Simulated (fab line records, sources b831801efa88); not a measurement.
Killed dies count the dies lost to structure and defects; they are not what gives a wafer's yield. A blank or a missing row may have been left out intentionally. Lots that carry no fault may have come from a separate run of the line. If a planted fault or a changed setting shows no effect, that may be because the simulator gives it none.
fab line records ; flow sky130
[record] lots = 5; wafers = 14; last-day = 50
route steps=708 shown GATE_OXIDE@192 POLY_GATE@204 RES_PROTECT@206 PAD_OPEN@708
lots with no fault: from the same line, run without faults
start-h: the number of hours between the record's first day and the start of the first shown wafer of the lot ; wait-h: hours from the lot's prior step to this one ; " repeats the value in the row above ; L1.1+2: one row covering several wafers at once ; - value missing, or start not given ; * or withheld: withheld ; < > ~ a bound
route shown NAME@n: a module of which the file shows steps, and the number in the route of the first ; usual: mean and standard deviation over wafers with no fault ; same: alike in all rows ; chamber/n: place in a boat ; sites: readings site by site ; _std_site: standard deviation across them ; _edge_site: outer sites' mean less inner sites' ; radius-mm: for every site, how far away it sits from the centre of the wafer ; mask NAME#n: copy n ; behind: tool/chamber where the wafer was last shaped ; hold: the reason the lot was held/the length of the hold in hours/how it ended ; device: which transistor (n, p or np) failed to switch ; end of line: tests of these same wafers at the route's end ; where a step has no rows: the recipe by itself ; killed: count of dies lost to structure and defects at first sort (not the wafer's yield) ; map: dies across one wafer; x = killed, . = not, _ = none there
set.NAME: the run value of the setting; set.NAME@STEP: its run value at that earlier step ; model.NAME: the simulator's own value behind a step, which no gauge read
lots at some steps of the route; a table a step, a row a wafer
services: when a tool's chamber went out of use (start-h, in hours from the record's first day, below 0 if earlier), for how many hours, and the reason
[[steps]]
[step SKY_GATE_OXIDE_COAT_05]
[recipe] resist = NOVOLAK; spin-rpm = 3000; resist-thk-nm = 1140
[step SKY_GATE_OXIDE_SOFTBAKE_06]
[recipe] temp-c = 90; time-s = 60; resist = NOVOLAK
[step SKY_GATE_OXIDE_EXPOSE_07]
[recipe] mask-id = LVOM; na = 0.6; source-shape = conventional; sigma-outer = 0.6; polarization = unpolarized; target-cd-nm = 600; dose-mj = 170
[step SKY_GATE_OXIDE_PEB_08]
[recipe] temp-c = withheld; time-s = *; resist = NOVOLAK
[step SKY_GATE_OXIDE_DEVELOP_09]
[recipe] resist = NOVOLAK; developer = TMAH; develop-time-s = 60; dev-temp-c = 23
[step SKY_GATE_OXIDE_IMPLANT_11]
[recipe] species = B; energy-kev = 10; dose-cm2 = 2.6e+12; tilt-deg = withheld
[step SKY_GATE_OXIDE_WET_ETCH_12]
[recipe] chemistry = dHF; target-depth-nm = 16.8; dry = n2-spin; target = SiO2; dilution = 100:1; temp-c = 25; time-s = 319.8
[step SKY_GATE_OXIDE_STRIP_13]
[recipe] chemistry = O2/N2; power-w = 1400; pressure-mtorr = 1500; platen-temp-c = withheld; o2-flow-sccm = 3000; n2-flow-sccm = 300; overash-fraction = 0.5
[step SKY_GATE_OXIDE_CLEAN_15]
[recipe] chemistry = SC1/SC2; mix = 1:4:20; temp-c = 70; time-s = 150; dry = n2-spin
[step SKY_GATE_OXIDE_OXIDATION_16]
[recipe] temp-c = 800; ambient = O2; idle-temp-c = 700; ramp-up-c-per-min = 10; ramp-down-c-per-min = 3; stabilise-s = 600; purge-s = 300; target-thk-a = 35.7; ox-time-s = 1915
[step SKY_POLY_GATE_CVD_00]
[recipe] material = poly-Si; target-thk-nm = 180; temp-c = 620; time-s = 720; pressure-mtorr = 200
[usual] spike-tc-bottom-C = 638.8/1.5; spike-tc-centre-C = 621.9/1.1; spike-tc-lower-C = 621.1/1.2; spike-tc-upper-C = 620.3/1.4; susceptor-temp-C = 620.00/0.29; zone-power-centre-pct = 9.4/1.7; zone-power-top-pct = 19.2/0.72
lot.wafer;tool;chamber;start-h;wait-h;spike-tc-bottom-C;spike-tc-centre-C;spike-tc-lower-C;spike-tc-upper-C;susceptor-temp-C;zone-power-centre-pct;zone-power-top-pct;model.poly-Si_of_POLY_GATE_CVD_00.thk-nm
L440.2;lpcvd-01;1;353.54;0.0;633.6;615.6;613.7;614.6;614.30;7.7;19.2;158.7
L440.4;lpcvd-01;1;353.54;0.0;634.2;616.2;613.8;615.4;613.94;7.9;19.6;158.1
L440.5;lpcvd-01;1;353.54;0.0;635.4;614.9;614.5;614.3;613.82;7.9;19.4;158.5
L441.1;lpcvd-01;1;360.69;0.0;634.6;616.9;616.4;615.8;614.15;7.8;19.4;152.2
L441.2;lpcvd-01;1;360.69;0.0;634.3;617.1;614.7;613.3;614.38;8.0;19.6;153.4
L441.5;lpcvd-01;1;360.69;0.0;634.1;615.8;613.6;615.5;614.21;7.8;19.6;153.9
L442.2;lpcvd-01;1;370.25;0.0;636.2;616.3;615.3;615.3;614.66;7.7;19.6;160.5
L442.4;lpcvd-01;1;370.25;0.0;633.7;615.9;613.5;615.3;614.70;7.8;19.8;158.2
L442.5;lpcvd-01;1;370.25;0.0;635.4;618.6;611.9;616.6;614.32;7.9;19.7;158.8
L453.3;lpcvd-01;0;495.76;27.0;636.6;623.6;620.9;617.7;620.67;11.3;18.3;181.8
L453.4;lpcvd-01;0;495.76;27.0;636.4;620.2;622.8;619.3;620.35;11.3;18.5;182
L456.1;lpcvd-01;1;495.76;11.5;638.3;620.9;620.7;620.6;620.12;7.9;19.6;177.9
L456.3;lpcvd-01;1;495.76;11.5;641.2;624.7;621.8;621.4;620.27;8.0;19.7;177.3
L456.5;lpcvd-01;1;495.76;11.5;640.0;620.4;621.0;622.7;619.65;8.1;19.7;177.5
[step SKY_POLY_GATE_THK_MEAS_01]
[recipe] reads = poly-Si_of_POLY_GATE_CVD_00
[usual] POLY_GATE_CVD_00_THK = 179.5/1.6
lot.wafer;tool;chamber;start-h;wait-h;POLY_GATE_CVD_00_THK[nm]
L440.2;film-metro-04;-;354.75;0.0;158.6
L440.4;film-metro-04;-;354.75;0.0;158.0
L440.5;film-metro-04;-;354.75;0.0;158.6
L441.1;film-metro-02;-;361.89;0.0;152.2
L441.2;film-metro-02;-;361.89;0.0;153.5
L441.5;film-metro-02;-;361.89;0.0;153.9
L442.2;film-metro-04;-;371.46;0.0;160.4
L442.4;film-metro-04;-;371.46;0.0;158.2
L442.5;film-metro-04;-;371.46;0.0;158.8
L453.3;film-metro-03;-;497.58;0.0;181.7
L453.4;film-metro-03;-;497.58;0.0;181.9
L456.1;film-metro-03;-;497.62;0.1;177.7
L456.3;film-metro-03;-;497.62;0.1;177.3
L456.5;film-metro-03;-;497.62;0.1;177.3
[step SKY_RES_PROTECT_DEHYDRATE_00]
[recipe] temp-c = 200; time-s = 60
[step SKY_RES_PROTECT_HMDS_01]
[recipe] prime-time-s = 60; prime-temp-c = 120
[step SKY_RES_PROTECT_COAT_02]
[recipe] resist = NOVOLAK; spin-rpm = 3000; resist-thk-nm = 1140
[step SKY_RES_PROTECT_SOFTBAKE_03]
[recipe] temp-c = 90; time-s = 60; resist = NOVOLAK
[step SKY_RES_PROTECT_EXPOSE_04]
[recipe] mask-id = RPM; na = 0.6; source-shape = conventional; sigma-outer = 0.6; polarization = unpolarized; target-cd-nm = 1270; dose-mj = 131
[step SKY_RES_PROTECT_PEB_05]
[recipe] temp-c = withheld; time-s = *; resist = NOVOLAK
[step SKY_RES_PROTECT_DEVELOP_06]
[recipe] resist = NOVOLAK; developer = TMAH; develop-time-s = 60; dev-temp-c = 23
[step SKY_POLY_GATE_IMPLANT_02]
[recipe] species = P; energy-kev = 30; dose-cm2 = 7.7e+15; tilt-deg = 0
[step SKY_RES_PROTECT_STRIP_07]
[recipe] chemistry = O2/N2; power-w = 1400; pressure-mtorr = 1500; platen-temp-c = withheld; o2-flow-sccm = 3000; n2-flow-sccm = 300; overash-fraction = 0.5
[step SKY_RES_PROTECT_CLEAN_09]
[recipe] chemistry = SC1/SC2; mix = 1:4:20; temp-c = 70; time-s = 150; dry = n2-spin
lot.wafer;tool;chamber;start-h;wait-h;model.poly-Si_of_POLY_GATE_CVD_00.thk-nm
L440.2;wet-bench-04;2;384.26;0.0;158
L440.4;wet-bench-04;2;384.26;0.0;157.4
L440.5;wet-bench-04;2;384.26;0.0;157.8
L441.1;wet-bench-04;1;391.14;0.1;151.6
L441.2;wet-bench-04;1;391.14;0.1;152.8
L441.5;wet-bench-04;1;391.14;0.1;153.3
L442.2;wet-bench-02;3;401.59;0.0;159.9
L442.4;wet-bench-02;3;401.59;0.0;157.6
L442.5;wet-bench-02;3;401.59;0.0;158.2
L453.3;wet-bench-02;1;529.06;0.0;181.1
L453.4;wet-bench-02;1;529.06;0.0;181.4
L456.1;wet-bench-02;3;529.66;0.1;177.2
L456.3;wet-bench-02;3;529.66;0.1;176.7
L456.5;wet-bench-02;3;529.66;0.1;176.8
[step SKY_POLY_GATE_CVD_03]
[recipe] material = Si3N4; precursor = DCS/NH3; target-thk-nm = 75; temp-c = 770; time-s = 1290; pressure-mtorr = 250
[step SKY_POLY_GATE_DEHYDRATE_05]
[recipe] temp-c = 200; time-s = 60
[step SKY_POLY_GATE_HMDS_06]
[recipe] prime-time-s = 60; prime-temp-c = 120
[step SKY_POLY_GATE_COAT_07]
[recipe] resist = BARC; temp-c = withheld; time-s = withheld; spin-rpm = 3000; resist-thk-nm = 110
[step SKY_POLY_GATE_COAT_08]
[recipe] resist = KrF-thick; spin-rpm = 3000; resist-thk-nm = 450
[step SKY_POLY_GATE_SOFTBAKE_09]
[recipe] temp-c = 100; time-s = 90; resist = KrF-thick
[step SKY_POLY_GATE_EXPOSE_10]
[recipe] mask-id = P1M; na = 0.68; source-shape = conventional; sigma-outer = 0.6; target-cd-nm = 150; dose-mj = 28
[step SKY_POLY_GATE_PEB_11]
[recipe] peb-temp-c = withheld; peb-time-s = withheld; resist = KrF-thick
[step SKY_POLY_GATE_DEVELOP_12]
[recipe] develop-time-s = 60; resist = KrF-thick; dev-temp-c = 22.21
[step SKY_POLY_GATE_ETCH_15]
[recipe] chemistry = N2/H2; target = BARC; ion-energy-ev = 200; source-w = 500; bias-w = 100; pressure-mtorr = 30; n2-flow-sccm = 100; h2-flow-sccm = 200; stop-on = SiO2; time-s = 118.5; target-depth-a = 1100
[step SKY_POLY_GATE_ETCH_16]
[recipe] stop-on = poly-Si; chemistry = CH3F/O2; target = Si3N4; source-w = 400; bias-w = 80; pressure-mtorr = 25; ch3f-flow-sccm = 40; O2_flow_sccm = 30; time-s = 147.5; target-depth-a = 750
[step SKY_POLY_GATE_ETCH_17]
[recipe] target-depth-nm = 180; stop-on = SiO2; over-etch-frac = 0.56667; chemistry = HBr/Cl2; target = poly-Si; icp-w = 400; bias-w = 100; pressure-mtorr = 10; HBr_flow_sccm = 150; Cl2_flow_sccm = 50; time-s = 70.5
[usual] chamber-pressure-mTorr = 9.999/0.0086; drypump-motor-current-A = 5.8/0.34; oes-product-au = 0.984/0.0089; throttle-valve-pct = 33.684/0.01
lot.wafer;tool;chamber;start-h;wait-h;chamber-pressure-mTorr;drypump-motor-current-A;oes-product-au;rf-hours-counter-h;throttle-valve-pct;model.POLY_GATE.feature-depth-nm;model.etch.depth-nm
L440.2;rie-si-02;1;415.45;0.0;10.005;5.3;0.911;22;33.670;158;158
L440.4;rie-si-02;3;415.45;0.0;10.007;5.5;0.918;70;33.687;157.4;157.4
L440.5;rie-si-02;1;415.45;0.0;10.005;5.3;0.902;-;33.669;157.8;157.8
L441.1;rie-si-02;0;423.12;0.0;10.010;6.0;0.874;1;33.662;151.6;151.6
L441.2;rie-si-02;2;423.12;0.0;9.991;6.1;0.888;2;33.674;152.8;152.8
L441.5;rie-si-02;1;423.12;0.0;10.000;5.3;0.890;-;33.674;153.3;153.3
L442.2;rie-si-01;0;433.87;0.0;10.008;5.3;0.921;49;33.678;159.9;159.9
L442.4;rie-si-01;1;433.87;0.0;9.994;6.1;0.916;1;33.701;157.6;157.6
L442.5;rie-si-01;2;433.87;0.0;10.011;5.7;0.908;-;33.684;158.2;158.2
L453.3;rie-si-02;1;561.75;0.0;9.993;5.3;0.997;23;33.680;181.1;181.1
L453.4;rie-si-02;2;561.75;0.0;10.014;6.1;0.974;3;33.687;173;173
L456.1;rie-si-01;1;562.02;0.0;9.985;6.1;0.972;2;33.704;175.2;175.2
L456.3;rie-si-01;3;562.02;0.0;9.993;6.1;0.981;24;33.675;176.7;176.7
L456.5;rie-si-01;0;562.02;0.0;10.022;5.4;0.977;-;33.691;176.8;176.8
[step SKY_POLY_GATE_STRIP_18]
[recipe] chemistry = O2/N2; power-w = 1400; pressure-mtorr = 1500; platen-temp-c = withheld; o2-flow-sccm = 3000; n2-flow-sccm = 300; overash-fraction = 0.5
[step SKY_PAD_OPEN_PROBE_99]
[usual] killed_at_M0_to_M3 = 44/6.9; killed_at_M4_up = 3.3/2; killed-at-contacts = 25/5.4; killed-at-front-end = 16/4.6; killed-at-other = 0.2/0.51; killed-dies = 88/8.9; killed-open = 48/6.8; killed-short = 39/5.8
[same] gross-dies = 492; killed-at-back-side = 0
lot.wafer;tool;chamber;start-h;wait-h;killed_at_M0_to_M3;killed_at_M4_up;killed-at-contacts;killed-at-front-end;killed-at-other;killed-dies;killed-open;killed-short;model.etest.res-high-po.line-ohm-um;model.etest.res-poly.line-ohm-um;model.etest.res-high-po.rs-ohm-sq;model.etest.res-poly.rs-ohm-sq;model.etest.cap-li-to-poly.c-af-um2
L440.2;prober-01;-;1113.62;0.1;54;6;36;24;1;121;64;57;866.5;633.2;291.9;53.89;86.88
L440.4;prober-01;-;1113.72;0.2;40;4;19;11;1;75;43;31;843.8;585;296.9;54.72;88.31
L440.5;prober-01;-;1113.77;0.2;51;2;19;22;1;95;48;46;858.4;604.1;301.3;54.43;86.67
L441.1;prober-02;-;1114.69;0.1;45;8;31;9;0;93;45;48;882.4;606.2;307.3;57.36;86.5
L441.2;prober-02;-;1114.74;0.1;34;1;27;20;0;82;39;42;885.1;608.4;310.4;57.48;85.48
L441.5;prober-02;-;1114.89;0.2;39;3;23;19;0;84;45;39;869.9;603;307.2;56.31;85.27
L442.2;prober-01;-;1122.22;0.1;44;3;25;15;0;87;44;42;816.6;573.1;287.6;53.89;87.78
L442.4;prober-01;-;1122.32;0.2;46;4;26;20;0;96;51;45;856.1;597;296.6;54.7;87.69
L442.5;prober-01;-;1122.37;0.2;42;1;20;21;0;84;49;34;819.1;580.9;288.3;53.76;86.14
L456.1;prober-01;-;1198.28;0.1;47;7;12;22;0;88;43;44;761.2;514.5;266.2;48.8;93.81
L456.3;prober-01;-;1198.38;0.2;50;1;17;11;0;79;45;34;749.4;505.2;263.2;48.55;93.89
L456.5;prober-01;-;1198.48;0.2;62;1;26;9;0;98;53;45;741.3;504.8;262.4;48.3;89.13
L453.3;prober-02;-;1199.88;0.2;31;4;25;20;0;80;45;35;742.9;524.1;259.7;48.19;92.13
L453.4;prober-02;-;1199.93;0.2;52;2;18;22;0;94;58;35;751.2;520.2;264.4;48.72;92.27
// killed by level:class
L440.2 CONTACT:geometric-particle:open=19 VIA1:geometric-particle:open=10 FIELD_ISO:geometric-particle:short=8 METAL2:geometric-particle:short=8 VIA3:geometric-particle:open=7 VIA3:geometric-particle:short=7 POLY_GATE:geometric-particle:open=6 LI_CONTACT:geometric-particle:open=6
L440.4 CONTACT:geometric-particle:open=10 VIA1:geometric-particle:open=7 METAL1:geometric-particle:short=5 METAL2:geometric-particle:short=5 LI_CONTACT:geometric-particle:open=4 VIA3:geometric-particle:short=4 VIA3:geometric-particle:open=4 FIELD_ISO:geometric-particle:open=3
L440.5 CONTACT:geometric-particle:open=9 METAL2:geometric-particle:short=9 VIA1:geometric-particle:open=8 VIA2:geometric-particle:open=8 FIELD_ISO:geometric-particle:short=7 VIA2:geometric-particle:short=7 POLY_GATE:geometric-particle:open=5 METAL2:geometric-particle:open=5
L441.1 CONTACT:geometric-particle:open=10 VIA1:geometric-particle:open=10 LI_CONTACT:geometric-particle:open=7 VIA1:geometric-particle:short=7 METAL4:geometric-particle:short=6 LOCAL_INTERCONNECT:geometric-particle:short=5 VIA3:geometric-particle:open=5 CONTACT:geometric-particle:short=5
L441.2 CONTACT:geometric-particle:open=13 FIELD_ISO:geometric-particle:short=8 VIA1:geometric-particle:open=8 CONTACT:geometric-particle:short=6 VIA2:geometric-particle:open=5 METAL3:geometric-particle:short=5 FIELD_ISO:geometric-particle:open=4 POLY_GATE:geometric-particle:short=4
L441.5 CONTACT:geometric-particle:open=9 VIA1:geometric-particle:open=8 FIELD_ISO:geometric-particle:open=7 FIELD_ISO:geometric-particle:short=7 VIA1:geometric-particle:short=7 LI_CONTACT:geometric-particle:open=6 VIA3:geometric-particle:open=6 LOCAL_INTERCONNECT:geometric-particle:short=5
L442.2 LOCAL_INTERCONNECT:geometric-particle:short=9 METAL1:geometric-particle:short=8 VIA1:geometric-particle:open=8 VIA3:geometric-particle:open=7 CONTACT:geometric-particle:open=6 VIA2:geometric-particle:open=6 FIELD_ISO:geometric-particle:open=5 FIELD_ISO:geometric-particle:short=5
L442.4 CONTACT:geometric-particle:open=12 VIA1:geometric-particle:open=9 FIELD_ISO:geometric-particle:open=8 VIA1:geometric-particle:short=8 FIELD_ISO:geometric-particle:short=6 VIA3:geometric-particle:open=5 LI_CONTACT:geometric-particle:open=5 VIA2:geometric-particle:short=5
L442.5 VIA1:geometric-particle:open=10 VIA2:geometric-particle:open=7 VIA3:geometric-particle:open=7 LI_CONTACT:geometric-particle:open=6 CONTACT:geometric-particle:open=6 CONTACT:geometric-particle:short=5 METAL2:geometric-particle:short=5 FIELD_ISO:geometric-particle:open=4
L456.1 VIA1:geometric-particle:open=17 FIELD_ISO:geometric-particle:short=6 CONTACT:geometric-particle:open=6 VIA2:geometric-particle:open=6 FIELD_ISO:geometric-particle:open=5 POLY_GATE:geometric-particle:short=5 VIA1:geometric-particle:short=5 VIA2:geometric-particle:short=5
L456.3 VIA3:geometric-particle:open=10 VIA2:geometric-particle:open=8 VIA1:geometric-particle:open=8 LOCAL_INTERCONNECT:geometric-particle:short=5 METAL1:geometric-particle:short=5 LI_CONTACT:geometric-particle:open=4 CONTACT:geometric-particle:open=4 CONTACT:geometric-particle:short=4
L456.5 VIA1:geometric-particle:open=14 METAL2:geometric-particle:short=10 CONTACT:geometric-particle:open=8 LI_CONTACT:geometric-particle:open=8 VIA1:geometric-particle:short=8 VIA2:geometric-particle:open=7 VIA3:geometric-particle:open=7 CONTACT:geometric-particle:short=6
L453.3 VIA1:geometric-particle:open=9 CONTACT:geometric-particle:short=9 FIELD_ISO:geometric-particle:open=8 LI_CONTACT:geometric-particle:open=6 POLY_GATE:geometric-particle:short=5 CONTACT:geometric-particle:open=5 VIA2:geometric-particle:open=5 VIA1:geometric-particle:short=4
L453.4 VIA1:geometric-particle:open=9 CONTACT:geometric-particle:open=9 VIA2:geometric-particle:open=9 FIELD_ISO:geometric-particle:short=8 FIELD_ISO:geometric-particle:open=6 POLY_GATE:geometric-particle:open=6 VIA3:geometric-particle:open=6 METAL2:geometric-particle:short=6
[[services]]
tool;chamber;start-h;hours;kind
rie-si-02;-;374.37;0.4;repair
wet-bench-02;-;424.49;4.4;pm
rie-si-02;3;433.18;-;clean
rie-si-02;3;433.18;17.0;scheduled-down
rie-si-02;3;433.18;17.0;vent-cycle
wet-bench-02;-;433.74;0.9;repair
rie-si-01;-;452.92;28.1;pm
wet-bench-04;-;494.41;5.0;repair
rie-si-01;1;494.41;10.2;repair
rie-si-02;2;508.19;5.5;repair
wet-bench-04;-;514.16;1.7;repair
wet-bench-02;-;515.21;3.2;repair
rie-si-01;0;524.33;-;clean
rie-si-01;0;524.33;32.4;scheduled-down
rie-si-01;0;524.33;32.4;vent-cycle
[[key]]
[first-sign] step = SKY_POLY_GATE_CVD_00; reading = susceptor-temp-C; direction = down; sigmas = 20; usual = *; struck = *
[effect] step = SKY_POLY_GATE_CVD_00; reading = spike-tc-lower-C; direction = down; sigmas = 5.5; usual = 621.1; struck = 614.2
[effect] step = SKY_POLY_GATE_THK_MEAS_01; reading = POLY_GATE_CVD_00_THK; direction = down; sigmas = 15; usual = 179.5; struck = 156.9
[effect] step = SKY_POLY_GATE_ETCH_17; reading = oes-product-au; direction = down; sigmas = 9.1; usual = 0.984; struck = 0.903
[model-effect] step = SKY_POLY_GATE_CVD_00; value = poly-Si_of_POLY_GATE_CVD_00.thk-nm; without = 179.4; struck = 156.9
[model-effect] step = SKY_RES_PROTECT_CLEAN_09; value = poly-Si_of_POLY_GATE_CVD_00.thk-nm; without = 178.8; struck = 156.3
[model-effect] step = SKY_POLY_GATE_ETCH_17; value = POLY_GATE.feature-depth-nm; without = 178.1; struck = 156.3
[model-effect] step = SKY_PAD_OPEN_PROBE_99; value = etest.res-high-po.line-ohm-um; without = 757.9; struck = 855.3
met-at SKY_POLY_GATE_CVD_00
struck-wafers L440.2,L440.4,L440.5,L441.1,L441.2,L441.5,L442.2,L442.4,L442.5
tester-left-out L440,L441,L442
[fault] kind = process-parameter-drift; tool = lpcvd-01; chamber = 1; onset-h = 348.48; steps = SKY_POLY_GATE_CVD_00; channel = temp-c; offset = *; shape = step; end-h = 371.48; stated = *
// tester-left-out: of these lots the tester's yield and bins aren't shown, on N5 and GAA mostly nor the transistor test; their killed dies are dies lost to structure and defects alone, not to doping, threshold or leakage, so they don't give the yield
